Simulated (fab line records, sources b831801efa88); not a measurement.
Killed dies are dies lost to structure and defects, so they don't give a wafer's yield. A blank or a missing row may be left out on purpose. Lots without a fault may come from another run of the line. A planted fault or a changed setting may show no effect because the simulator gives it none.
fab line records | flow sky130
record lots=7 wafers=19 last_day=50
route steps=708 shown FIELD_ISO@6 PAD_OPEN@708
lots that met no fault: from a run of the same line without faults
start_h: hours from the record's first day to the start of the lot's first wafer shown | wait_h: hours since the lot's step before | " the same as in the row above | L1.1+2: a row that stands for several wafers | - no value, or no start given | * or withheld: withheld | < > ~ a bound
route shown NAME@n: a module of which the file shows steps, and the number in the route of the first | usual: mean/standard deviation of fault-free wafers | same: alike in all rows | chamber/n: place in a boat | sites: the reading at each site | _std_site: their standard deviation | _edge_site: outer sites' mean less inner sites' | radius_mm: how far each site lies from the wafer's centre | mask NAME#n: copy n | behind: the tool/chamber that last shaped the wafer | hold: why the lot was held/for how many hours/how that ended | device: the transistor (n, p or np) that didn't switch | end of line: the same wafers' tests at the end of the route | a step without rows: its recipe alone | killed: dies lost to structure and defects at the first sort, not the wafer's yield | map: a wafer's dies, x killed, . not, _ none there
set.NAME: the setting as run; set.NAME@STEP: as run at that earlier step | model.NAME: the simulator's own value behind a step, which no gauge read
lots at some steps of the route; a table a step, a row a wafer
services: from which hour (start_h, from the record's first day; less than 0 if before it) a tool's chamber was out of use, for how many hours, and why
## steps
# step SKY_FIELD_ISO_DEHYDRATE_05
# recipe temp_c=200 time_s=60
# step SKY_FIELD_ISO_HMDS_06
# recipe prime_time_s=60 prime_temp_c=120
# step SKY_FIELD_ISO_COAT_07
# recipe resist=BARC temp_c=withheld time_s=withheld spin_rpm=3000 resist_thk_nm=60
# step SKY_FIELD_ISO_COAT_08
# recipe resist=KrF-thick spin_rpm=3000 resist_thk_nm=450
# step SKY_FIELD_ISO_SOFTBAKE_09
# recipe temp_c=100 time_s=90 resist=KrF-thick
# step SKY_FIELD_ISO_EXPOSE_10
# recipe mask_id=FOM na=0.68 source_shape=annular sigma_inner=0.4 sigma_outer=0.8 target_cd_nm=150 dose_mj=28
# step SKY_FIELD_ISO_PEB_11
# recipe peb_temp_c=withheld peb_time_s=withheld resist=KrF-thick
# step SKY_FIELD_ISO_DEVELOP_12
# recipe develop_time_s=60 resist=KrF-thick dev_temp_c=21
# step SKY_FIELD_ISO_CD_MEAS_13
# recipe target_cd_nm=150
# usual cd_nm=149.9/1.4
# columns lot.wafer tool chamber start_h wait_h cd_nm
L143.2 cd_sem-02 - 27.98 - 149.0
L143.3 " - " " 150.6
L143.5 " - " " 149.9
L146.2 cd_sem-01 - 32.73 - 150.2
L146.3 " - " " 150.0
L146.6 " - " " 149.8
L151.1 cd_sem-01 - 71.75 - 153.0
L151.3 " - " " 151.4
L151.4 " - " " 149.4
L156.1 cd_sem-01 - 98.50 - 149.1
L156.4 " - " " 149.2
L156.5 " - " " 149.4
L158.2 cd_sem-02 - 108.39 - 146.4
L158.5 " - " " 148.5
L160.5 cd_sem-02 - 118.93 - 148.7
L160.6 " - " " 147.8
L164.1 cd_sem-02 - 138.51 - 150.2
L164.4 " - " " 149.4
L164.5 " - " " 149.7
# step SKY_FIELD_ISO_ETCH_14
# recipe chemistry=N2/H2 target=BARC ion_energy_ev=200 source_w=500 bias_w=100 pressure_mtorr=30 n2_flow_sccm=100 h2_flow_sccm=200 stop_on=SiO2 time_s=45.9 target_depth_a=600
# usual drypump_motor_current_A=5.7/0.49 oes_product_au=0.854/0.0052 run_length_s=74.2/0.56 throttle_valve_pct=13.224/0.0096
# columns lot.wafer tool chamber start_h wait_h drypump_motor_current_A oes_product_au rf_hours_counter_h run_length_s throttle_valve_pct
L143.2 rie_diel-03 3 28.08 0.1 5.1 0.851 72 74.2 13.227
L143.3 " 2 " " 5.9 0.850 160 73.9 13.231
L143.5 " 1 " " 6.1 0.848 - 73.3 13.224
L146.2 rie_diel-03 2 32.83 0.1 5.9 0.862 160 73.9 13.212
L146.3 " 1 " " 6.1 0.863 48 73.2 13.233
L146.6 " 1 " " 6.1 0.862 - 73.1 13.222
L151.1 rie_diel-03 0 71.87 0.1 5.8 0.845 118 74.4 13.232
L151.3 " 2 " " 5.9 0.845 161 74.2 13.212
L151.4 " 1 " " 6.1 0.848 49 73.1 13.220
L156.1 rie_diel-02 1 98.62 0.1 6.3 0.850 139 75.0 13.233
L156.4 " 2 " " 5.6 0.859 7 75.2 13.220
L156.5 " 1 " " 6.3 0.859 - 75.0 13.209
L158.2 rie_diel-02 2 108.49 0.1 5.6 0.852 7 75.0 13.245
L158.5 " 1 " " 6.2 0.858 - 75.0 13.215
L160.5 rie_diel-03 3 118.99 0.0 5.1 0.859 - 74.1 13.225
L160.6 " 2 " " 5.9 0.853 - 74.6 13.234
L164.1 rie_diel-02 3 138.63 0.1 5.9 0.858 115 73.8 13.203
L164.4 " 2 " " 5.6 0.854 8 74.5 13.222
L164.5 " 1 " " 6.2 0.863 - 74.8 13.245
# step SKY_FIELD_ISO_ETCH_15
# recipe chemistry=CHF3/O2 target_depth_nm=180 stop_on=Si source_w=600 bias_w=200 pressure_mtorr=40 chf3_flow_sccm=50 O2_flow_sccm=5 time_s=72
# usual drypump_motor_current_A=5.7/0.49 oes_product_au=0.943/0.0079 run_length_s=100.3/0.59 throttle_valve_pct=8.845/0.009
# columns lot.wafer tool chamber start_h wait_h drypump_motor_current_A oes_product_au rf_hours_counter_h run_length_s throttle_valve_pct
L143.2 rie_diel-03 3 28.13 0.0 5.0 0.934 72 101.1 8.833
L143.3 " 2 " " 5.9 0.943 160 100.1 8.861
L143.5 " 1 " " 6.1 0.937 - 99.5 8.844
L146.2 rie_diel-03 2 32.87 0.0 5.9 0.951 160 100.1 8.838
L146.3 " 1 " " 6.1 0.951 48 99.4 8.861
L146.6 " 1 " " 6.0 0.934 - 99.5 8.850
L151.1 rie_diel-03 0 71.91 0.0 5.8 0.947 118 100.7 8.855
L151.3 " 2 " " 5.9 0.943 161 100.5 8.849
L151.4 " 1 " " 6.1 0.945 49 99.2 8.851
L156.1 rie_diel-02 1 98.66 0.0 6.3 0.942 139 100.9 8.854
L156.4 " 2 " " 5.6 0.948 7 100.6 8.858
L156.5 " 1 " " 6.2 0.946 - 100.9 8.840
L158.2 rie_diel-02 2 108.53 0.0 5.6 0.943 7 100.7 8.856
L158.5 " 1 " " 6.2 0.944 - 100.8 8.833
L160.5 rie_diel-03 3 119.04 0.0 5.0 0.952 - 100.6 8.850
L160.6 " 2 " " 5.9 0.954 - 100.2 8.857
L164.1 rie_diel-02 3 138.68 0.0 5.9 0.941 115 100.4 8.840
L164.4 " 2 " " 5.6 0.940 8 100.9 8.839
L164.5 " 1 " " 6.2 0.934 - 101.2 8.861
# step SKY_FIELD_ISO_STRIP_16
# recipe chemistry=O2/N2 power_w=1400 pressure_mtorr=1500 platen_temp_c=withheld o2_flow_sccm=3000 n2_flow_sccm=300 overash_fraction=0.5
# usual drypump_motor_current_A=5.6/0.42 oes_product_au=0.378/0.0048 strip_time_to_endpoint_s=3.543/0.025
# columns lot.wafer tool chamber start_h wait_h drypump_motor_current_A oes_product_au rf_hours_counter_h strip_time_to_endpoint_s
L143.2 plasma_asher-01 1 28.18 0.0 5.9 0.374 31 3.558
L143.3 " 0 " " 5.4 0.375 - 3.545
L143.5 " 0 " " 5.4 0.374 - 3.518
L146.2 plasma_asher-04 0 32.92 0.0 6.3 0.383 35 3.552
L146.3 " 1 " " 5.1 0.381 - 3.533
L146.6 " 0 " " 6.3 0.375 - 3.550
L151.1 plasma_asher-04 1 71.97 0.0 5.1 0.381 39 3.543
L151.3 " 0 " " 6.3 0.371 - 3.518
L151.4 " 1 " " 5.1 0.374 - 3.483
L156.1 plasma_asher-04 0 98.72 0.0 6.3 0.380 42 3.522
L156.4 " 0 " " 6.3 0.373 - 3.541
L156.5 " 1 " " 5.1 0.372 - 3.515
L158.2 plasma_asher-04 0 108.59 0.0 6.3 0.376 43 3.586
L158.5 " 1 " " 5.1 0.379 - 3.527
L160.5 plasma_asher-01 0 119.14 0.1 5.4 0.383 - 3.535
L160.6 " 1 " " 5.9 0.380 - 3.528
L164.1 plasma_asher-01 1 138.73 0.0 5.9 0.379 42 3.548
L164.4 " 1 " " 5.9 0.380 - 3.556
L164.5 " 1 " " 5.9 0.384 - 3.503
# step SKY_FIELD_ISO_ETCH_17
# recipe target_depth_a=3420 mask_material=Si3N4 chemistry=HBr/Cl2/O2 target=Si taper_deg=5 icp_w=600 bias_w=150 pressure_mtorr=15 HBr_flow_sccm=150 Cl2_flow_sccm=40 O2_flow_sccm=6 time_s=97.7
# usual drypump_motor_current_A=5.6/0.45 oes_product_au=1.002/0.0083 run_length_s=126.1/0.4 throttle_valve_pct=25.653/0.01
# columns lot.wafer tool chamber start_h wait_h drypump_motor_current_A oes_product_au rf_hours_counter_h run_length_s throttle_valve_pct model.etch.depth_nm model.FIELD_ISO.feature_depth_nm
L143.2 rie_si-01 1 28.28 0.1 5.7 0.998 105 126.4 25.672 343.6 343.6
L143.3 " 2 " " 6.0 1.023 2 125.6 25.635 349.3 349.3
L143.5 " 3 " " 4.8 1.000 - 125.6 25.635 343.2 343.2
L146.2 rie_si-02 2 33.02 0.1 5.1 1.001 15 125.4 25.661 343.3 343.3
L146.3 " 1 " " 6.0 1.018 2 126.5 25.644 347.5 347.5
L146.6 " 3 " " 6.1 1.014 - 126.7 25.651 345.3 345.3
L151.1 rie_si-01 0 72.07 0.1 6.0 0.997 83 126.0 25.643 343.2 343.2
L151.3 " 3 " " 4.8 1.005 87 125.8 25.666 342.9 342.9
L151.4 " 1 " " 5.7 1.002 106 126.2 25.645 342.1 342.1
L156.1 rie_si-01 3 98.82 0.1 4.8 1.002 87 125.7 25.664 339.4 339.4
L156.4 " 2 " " 6.0 0.999 2 125.8 25.647 344.2 344.2
L156.5 " 1 " " 5.7 0.989 - 130.7 25.661 355.7 355.7
L158.2 rie_si-01 1 108.69 0.1 5.7 0.989 106 126.6 25.658 338.4 338.4
L158.5 " 1 " " 5.7 0.991 - 130.8 25.651 354 354
L160.5 rie_si-01 3 119.21 0.0 4.8 0.988 - 130.4 25.655 352.5 352.5
L160.6 " 0 " " 6.0 0.989 - 131.0 25.672 353.8 353.8
L164.1 rie_si-02 1 138.83 0.1 6.0 0.995 3 125.8 25.649 343.6 343.6
L164.4 " 3 " " 6.1 1.007 0 126.8 25.662 342.6 342.6
L164.5 " 0 " " 5.5 1.012 - 126.9 25.643 344.5 344.5
# step SKY_FIELD_ISO_WET_ETCH_18
# recipe chemistry=H3PO4 target_depth_nm=25 temp_c=160 target=Si3N4 time_s=286
# step SKY_PAD_OPEN_PROBE_99
# usual killed_at_M0_to_M3=43/6.6 killed_at_M4_up=3.2/1.8 killed_at_contacts=24/5 killed_at_front_end=15/4.5 killed_at_other=0.2/0.46 killed_dies=86/8.8 killed_on_rim=16/3.4 killed_open=48/6.6 killed_short=38/6.1
# same gross_dies=492 killed_at_back_side=0
# columns lot.wafer tool chamber start_h wait_h killed_at_M0_to_M3 killed_at_M4_up killed_at_contacts killed_at_front_end killed_at_other killed_dies killed_on_rim killed_open killed_short model.etest.res_p_drift_20v.line_ohm_um model.etest.res_p_drift_20v.rs_ohm_sq model.etest.pfet_16v.r_on_ohm_um model.etest.res_iso_pwell.rs_ohm_sq model.etest.res_iso_pwell.line_ohm_um model.etest.res_nwell.rs_ohm_sq model.etest.cap_poly_to_well.c_af_um2 model.etest.field_p.vt_v
L143.2 prober-02 - 1050.78 0.1 46 3 33 20 0 102 19 53 49 1.134e+04 9565 1.538e+04 2873 1086 1005 92.41 -42.77
L143.3 prober-02 - 1050.83 0.2 47 4 35 11 0 97 15 58 39 1.176e+04 9962 1.568e+04 3000 1139 1040 89.91 -43.95
L143.5 prober-02 - 1050.93 0.2 60 2 23 19 1 105 26 49 56 1.16e+04 9655 1.542e+04 2928 1098 1009 90.63 -43.15
L146.2 prober-01 - 1106.09 0.1 37 3 27 11 0 78 15 43 35 1.121e+04 9459 1.517e+04 3182 1181 985.8 93.44 -42.78
L146.3 prober-01 - 1106.14 0.2 42 2 16 18 0 78 14 39 39 1.151e+04 9655 1.538e+04 3276 1242 1003 89.08 -43.52
L146.6 prober-01 - 1106.29 0.2 47 0 28 12 0 87 19 44 43 1.125e+04 9468 1.533e+04 3212 1205 982.9 91.68 -42.9
L151.1 prober-01 - 1136.84 0.1 37 2 19 8 1 67 16 38 29 1.071e+04 9026 1.512e+04 3334 1273 914 92.96 -39.94
L151.3 prober-01 - 1136.94 0.2 33 1 34 12 0 80 12 44 36 1.085e+04 9160 1.537e+04 3389 1292 917.7 94.36 -40.51
L151.4 prober-01 - 1136.99 0.2 40 1 24 12 0 77 14 45 32 1.069e+04 9007 1.525e+04 3400 1268 917.2 91.11 -40.35
L156.1 prober-01 - 1178.48 0.1 50 3 19 20 0 92 22 45 47 1.025e+04 8776 1.503e+04 2828 1069 958 91.69 -41.45
L156.4 prober-01 - 1178.63 0.2 41 3 20 15 0 79 12 49 30 1.057e+04 8978 1.529e+04 2964 1109 969 91.84 -42.5
L156.5 prober-01 - 1178.68 0.2 43 2 22 18 0 85 20 52 33 1.116e+04 9414 1.562e+04 3212 1202 1002 89.61 -44.35
L158.2 prober-01 - 1181.63 0.1 32 3 31 9 1 76 15 40 36 1.096e+04 9249 1.51e+04 2846 1082 980.8 91.66 -42.53
L158.5 prober-01 - 1181.78 0.2 44 3 24 16 0 87 16 47 40 1.242e+04 1.027e+04 1.587e+04 3230 1214 1041 87.34 -45.64
L160.5 prober-02 - 1185.01 0.2 39 0 24 9 0 72 9 44 28 1.298e+04 1.096e+04 1.563e+04 3473 1306 940.1 90.07 -41.72
L160.6 prober-02 - 1185.06 0.2 39 3 25 19 0 86 18 50 36 1.33e+04 1.088e+04 1.559e+04 3492 1322 935.7 89.32 -41.76
L164.1 prober-02 - 1207.72 0.1 41 1 25 12 1 80 15 46 34 1.188e+04 9961 1.52e+04 3160 1190 970.3 91.31 -41.95
L164.4 prober-02 - 1207.87 0.2 51 5 23 14 1 94 16 48 46 1.188e+04 9852 1.516e+04 3123 1159 968.1 93.2 -41.54
L164.5 prober-02 - 1207.92 0.2 46 3 25 8 0 82 12 53 29 1.19e+04 9991 1.527e+04 3194 1186 974.7 91.85 -42.1
# killed by level:class
L143.2 CONTACT:geometric_particle:open=10 VIA1:geometric_particle:open=9 VIA3:geometric_particle:open=9 LOCAL_INTERCONNECT:geometric_particle:short=8 FIELD_ISO:geometric_particle:short=7 VIA2:geometric_particle:short=6 LI_CONTACT:geometric_particle:open=5 CONTACT:geometric_particle:short=5
L143.3 CONTACT:geometric_particle:open=16 VIA3:geometric_particle:open=9 METAL2:geometric_particle:short=7 LI_CONTACT:geometric_particle:open=7 VIA1:geometric_particle:open=7 METAL1:geometric_particle:short=6 VIA2:geometric_particle:open=6 FIELD_ISO:geometric_particle:open=4
L143.5 CONTACT:geometric_particle:open=13 VIA1:geometric_particle:open=11 METAL1:geometric_particle:short=11 FIELD_ISO:geometric_particle:short=9 VIA3:geometric_particle:open=9 VIA1:geometric_particle:short=9 CONTACT:geometric_particle:short=5 METAL2:geometric_particle:short=5
L146.2 CONTACT:geometric_particle:open=9 VIA1:geometric_particle:open=9 LI_CONTACT:geometric_particle:open=8 METAL2:geometric_particle:short=5 VIA2:geometric_particle:short=5 VIA2:geometric_particle:open=5 METAL1:geometric_particle:short=4 POLY_GATE:geometric_particle:short=3
L146.3 VIA1:geometric_particle:open=8 VIA1:geometric_particle:short=6 VIA3:geometric_particle:open=6 FIELD_ISO:geometric_particle:open=5 VIA3:geometric_particle:short=5 LI_CONTACT:geometric_particle:open=4 CONTACT:geometric_particle:open=4 METAL1:geometric_particle:short=4
L146.6 VIA1:geometric_particle:open=15 VIA1:geometric_particle:short=11 CONTACT:geometric_particle:open=10 VIA2:geometric_particle:open=9 LI_CONTACT:geometric_particle:short=5 LI_CONTACT:geometric_particle:open=5 LOCAL_INTERCONNECT:geometric_particle:short=5 FIELD_ISO:geometric_particle:short=4
L151.1 CONTACT:geometric_particle:open=10 VIA2:geometric_particle:open=9 VIA3:geometric_particle:open=7 VIA1:geometric_particle:open=5 CONTACT:geometric_particle:short=4 METAL1:geometric_particle:short=4 FIELD_ISO:geometric_particle:short=3 METAL2:geometric_particle:short=3
L151.3 CONTACT:geometric_particle:open=17 VIA1:geometric_particle:open=8 POLY_GATE:geometric_particle:short=5 LI_CONTACT:geometric_particle:short=5 METAL1:geometric_particle:short=5 POLY_GATE:geometric_particle:open=4 LI_CONTACT:geometric_particle:open=4 LOCAL_INTERCONNECT:geometric_particle:short=4
L151.4 CONTACT:geometric_particle:open=9 VIA1:geometric_particle:open=9 VIA3:geometric_particle:open=8 METAL1:geometric_particle:short=6 LI_CONTACT:geometric_particle:open=5 METAL2:geometric_particle:short=5 LOCAL_INTERCONNECT:geometric_particle:short=4 VIA2:geometric_particle:open=4
L156.1 LI_CONTACT:geometric_particle:open=9 FIELD_ISO:geometric_particle:short=7 METAL2:geometric_particle:short=7 VIA3:geometric_particle:open=7 VIA1:geometric_particle:open=6 FIELD_ISO:geometric_particle:open=5 METAL3:geometric_particle:short=5 CONTACT:geometric_particle:open=5
L156.4 VIA3:geometric_particle:open=9 VIA2:geometric_particle:open=7 CONTACT:geometric_particle:open=7 LI_CONTACT:geometric_particle:open=6 POLY_GATE:geometric_particle:open=4 POLY_GATE:geometric_particle:short=4 METAL1:geometric_particle:open=4 METAL1:geometric_particle:short=4
L156.5 VIA1:geometric_particle:open=12 VIA3:geometric_particle:open=10 POLY_GATE:geometric_particle:open=6 LI_CONTACT:geometric_particle:short=6 LI_CONTACT:geometric_particle:open=5 METAL1:geometric_particle:short=5 CONTACT:geometric_particle:open=5 CONTACT:geometric_particle:short=5
L158.2 CONTACT:geometric_particle:open=9 VIA1:geometric_particle:open=9 LOCAL_INTERCONNECT:geometric_particle:short=6 METAL1:geometric_particle:short=6 LI_CONTACT:geometric_particle:short=5 CONTACT:geometric_particle:short=5 METAL2:geometric_particle:short=5 VIA3:geometric_particle:open=5
L158.5 METAL2:geometric_particle:short=12 VIA2:geometric_particle:open=8 CONTACT:geometric_particle:open=7 LI_CONTACT:geometric_particle:open=6 CONTACT:geometric_particle:short=6 VIA3:geometric_particle:open=6 FIELD_ISO:geometric_particle:open=5 VIA1:geometric_particle:open=5
L160.5 VIA1:geometric_particle:open=15 CONTACT:geometric_particle:open=8 LI_CONTACT:geometric_particle:open=7 CONTACT:geometric_particle:short=5 METAL1:geometric_particle:open=5 VIA1:geometric_particle:short=4 METAL2:geometric_particle:short=4 FIELD_ISO:geometric_particle:short=3
L160.6 VIA1:geometric_particle:open=12 CONTACT:geometric_particle:open=9 CONTACT:geometric_particle:short=7 LI_CONTACT:geometric_particle:open=6 VIA3:geometric_particle:open=5 FIELD_ISO:geometric_particle:open=4 POLY_GATE:geometric_particle:short=4 METAL2:geometric_particle:open=4
L164.1 VIA1:geometric_particle:open=10 CONTACT:geometric_particle:open=9 LI_CONTACT:geometric_particle:open=6 LOCAL_INTERCONNECT:geometric_particle:short=5 METAL2:geometric_particle:short=5 VIA2:geometric_particle:open=5 FIELD_ISO:geometric_particle:open=4 VIA1:geometric_particle:short=4
L164.4 VIA1:geometric_particle:open=10 METAL1:geometric_particle:short=8 VIA2:geometric_particle:open=8 VIA3:geometric_particle:open=8 LI_CONTACT:geometric_particle:open=7 CONTACT:geometric_particle:open=5 VIA3:geometric_particle:short=5 LOCAL_INTERCONNECT:geometric_particle:short=4
L164.5 VIA1:geometric_particle:open=17 CONTACT:geometric_particle:open=8 LI_CONTACT:geometric_particle:open=7 VIA2:geometric_particle:open=6 VIA3:geometric_particle:open=6 VIA3:geometric_particle:short=4 FIELD_ISO:geometric_particle:open=3 LOCAL_INTERCONNECT:geometric_particle:short=3
## services
# columns tool chamber start_h hours kind
rie_si-01 - 31.58 2.4 repair
rie_diel-03 3 37.53 1.4 repair
rie_diel-02 1 43.87 12.9 repair
rie_si-02 3 93.88 - clean
rie_si-02 3 93.88 23.9 scheduled_down
rie_si-02 3 93.88 23.9 vent_cycle
rie_diel-03 1 107.18 41.4 repair
rie_diel-03 2 120.53 8.6 repair
rie_diel-03 0 126.21 5.8 repair
rie_diel-03 - 129.34 14.6 pm
## key
first_sign step=SKY_FIELD_ISO_ETCH_17 reading=run_length_s direction=up sigmas=11 usual=* struck=*
effect none on later readings
model_effect step=SKY_FIELD_ISO_ETCH_17 value=etch.depth_nm without=337.6 struck=354
model_effect step=SKY_PAD_OPEN_PROBE_99 value=etest.res_p_drift_20v.line_ohm_um without=1.12e+04 struck=1.247e+04
met_at SKY_FIELD_ISO_ETCH_17
struck_wafers L156.5,L158.5,L160.5,L160.6
tester_left_out L156,L158,L160
onset_between 72.07 98.82
fault kind=process_parameter_drift tool=rie_si-01 chamber=- onset_h=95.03 steps=SKY_FIELD_ISO_ETCH_17 channel=time_s offset=* shape=step end_h=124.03 scope=struck_wafers_only acts_in=* stated=*
# tester_left_out: of these lots the tester's yield and bins aren't shown, on N5 and GAA mostly nor the transistor test; their killed dies are dies lost to structure and defects alone, not to doping, threshold or leakage, so they don't give the yield
